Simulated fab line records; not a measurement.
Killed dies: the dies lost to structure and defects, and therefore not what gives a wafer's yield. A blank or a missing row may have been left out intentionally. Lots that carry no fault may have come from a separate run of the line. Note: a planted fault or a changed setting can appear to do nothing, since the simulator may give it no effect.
Which tool was responsible? -- flow sky130 -- 11 lots with 33 wafers sampled at 5 steps, on a route of 708 steps

## WHAT EACH GAUGE READ, for each wafer
SKY_NWELL_OVL_MEAS_23.
lot,measured,on,NWELL_01_OVL (nm)
L731,day 5 06:25,overlay-01,-1.8 -1.1 -2.1
L732,day 5 13:31,overlay-02,1.2 2.7 -0.7
L733,day 5 20:13,overlay-02,-1.8 -1.5 -1.8
L737,day 6 21:53,overlay-01,0.6 -1.5 0.6
L738,day 7 07:23,overlay-02,-1.0 1.0 0.6
L739,day 7 16:37,overlay-02,1.1 1.5 1.5
L741,day 8 00:55,overlay-01,0.3 -0.3 1.1
L740,day 8 01:16,overlay-01,-2.1 -2.1 -1.6
L742,day 8 06:55,overlay-01,1.5 0.4 0.7
L750,day 10 02:55,overlay-02,0.2 1.7 1.7
L752,day 10 12:53,overlay-02,1.2 1.6 2.5

SKY_VT_ADJUST_LVTN_OVL_MEAS_18.
lot,measured,on,VT_ADJUST_LVTN_01_OVL (nm)
L731,day 7 16:16,overlay-02,0.1 0.5 -0.6
L732,day 8 00:37,overlay-02,-2.1 -0.8 0.2
L733,day 8 08:58,overlay-01,-0.5 -1.8 -2.8
L737,day 9 12:43,overlay-01,0.7 1.3 2.0
L738,day 9 23:37,overlay-02,0.3 0.7 1.5
L739,day 10 10:19,overlay-02,-1.0 -1.0 -0.1
L741,day 10 19:31,overlay-01,-0.5 0.0 0.7
L740,day 10 20:52,overlay-02,0.0 1.1 1.1
L742,day 11 00:28,overlay-01,-0.4 -0.6 0.0
L750,day 13 02:22,overlay-01,-0.7 -1.5 -1.1
L752,day 13 14:31,overlay-01,-0.3 -0.4 -0.7

SKY_SONOS_TUNNEL_OVL_MEAS_08.
lot,measured,on,SONOS_TUNNEL_OVL (nm)
L731,day 11 07:38,overlay-02,1.9 2.5 0.8
L732,day 11 15:20,overlay-02,0.3 1.3 0.0
L733,day 12 04:08,overlay-02,0.6 2.4 -0.9
L737,day 13 12:26,overlay-01,2.7 2.5 1.5
L738,day 14 01:35,overlay-01,-84.3 -83.8 -85.5
L739,day 14 13:23,overlay-02,-82.5 -81.5 -82.2
L741,day 14 23:38,overlay-02,-80.6 -80.7 -80.2
L740,day 15 00:41,overlay-02,1.3 0.5 2.0
L742,day 15 05:44,overlay-02,-82.3 -82.5 -83.7
L750,day 17 15:35,overlay-02,3.2 2.8 3.8
L752,day 18 05:59,overlay-01,1.3 0.4 2.0

SKY_SONOS_ONO_THK_MEAS_05.
lot,measured,on,SONOS_ONO_CVD_04_THK (nm)
L731,day 11 13:38,film_metro-04,5.82 5.69 5.75
L732,day 11 22:04,film_metro-04,5.85 5.82 5.71
L733,day 12 12:08,film_metro-04,5.77 5.74 5.90
L737,day 13 19:12,film_metro-02,5.72 5.62 5.76
L738,day 14 06:25,film_metro-04,5.82 5.81 5.80
L739,day 14 23:45,film_metro-03,5.54 5.76 5.72
L741,day 15 05:47,film_metro-03,5.74 5.68 5.55
L740,day 15 07:02,film_metro-04,5.88 5.87 5.74
L742,day 15 12:01,film_metro-04,5.65 5.60 5.54
L750,day 17 21:52,film_metro-04,5.83 5.74 5.78
L752,day 18 15:02,film_metro-02,5.85 5.82 5.92

## WHICH TOOL RAN EACH LOT (tool, then ch and the chambers of the sampled wafers, then the start)
lot,SKY_SONOS_TUNNEL_EXPOSE_04
L731,"iline_stepper-02 ch 0, day 10 20:42"
L732,"iline_stepper-02 ch 0, day 11 04:04"
L733,"iline_stepper-02 ch 0, day 11 15:48"
L737,"iline_stepper-01 ch 0, day 13 00:00"
L738,"iline_stepper-02 ch 0, day 13 12:26"
L739,"iline_stepper-02 ch 0, day 14 00:13"
L741,"iline_stepper-02 ch 0, day 14 10:21"
L740,"iline_stepper-01 ch 0, day 14 12:05"
L742,"iline_stepper-02 ch 0, day 14 16:53"
L750,"iline_stepper-01 ch 0, day 17 00:53"
L752,"iline_stepper-01 ch 0, day 17 15:49"
- SKY_SONOS_TUNNEL_EXPOSE_04: exposes mask TUNM, target cd 410 nm.

## AS READ BY THE TOOLS THEMSELVES (means over the sampled wafers that have a number; for cases with no such wafer, the mark the record gives instead)
The record holds no such reading with a usual standard deviation.

## THE ANSWER, worked out from the rows above alone
Rule: the lots themselves supply what counts as usual. The widest of any qualifying gaps counts: lots, ordered by their means at a reading, are off when they make up no more than a third of the lots, leave a main group of 4 or more, and stand apart from it by 3 or more times the standard deviation of that group's means. A main group whose means are all the same, to the digits that the tables above print for the reading, isn't used. A lot without any number at a reading at which 4 lots or more have one is off too. Where the step has rows for the other lots, those lots are counted as sound. Order of review: gauges by route order, followed by the tools' own readings, for which a lot's mean as printed above is used. The first step at which some lot is off is used, and at that step the reading that is off furthest; a lot without a number counts as furthest.
Nothing can be told from this: no lot is off at any reading shown.

## WHAT THE SIMULATOR HAD INSERTED
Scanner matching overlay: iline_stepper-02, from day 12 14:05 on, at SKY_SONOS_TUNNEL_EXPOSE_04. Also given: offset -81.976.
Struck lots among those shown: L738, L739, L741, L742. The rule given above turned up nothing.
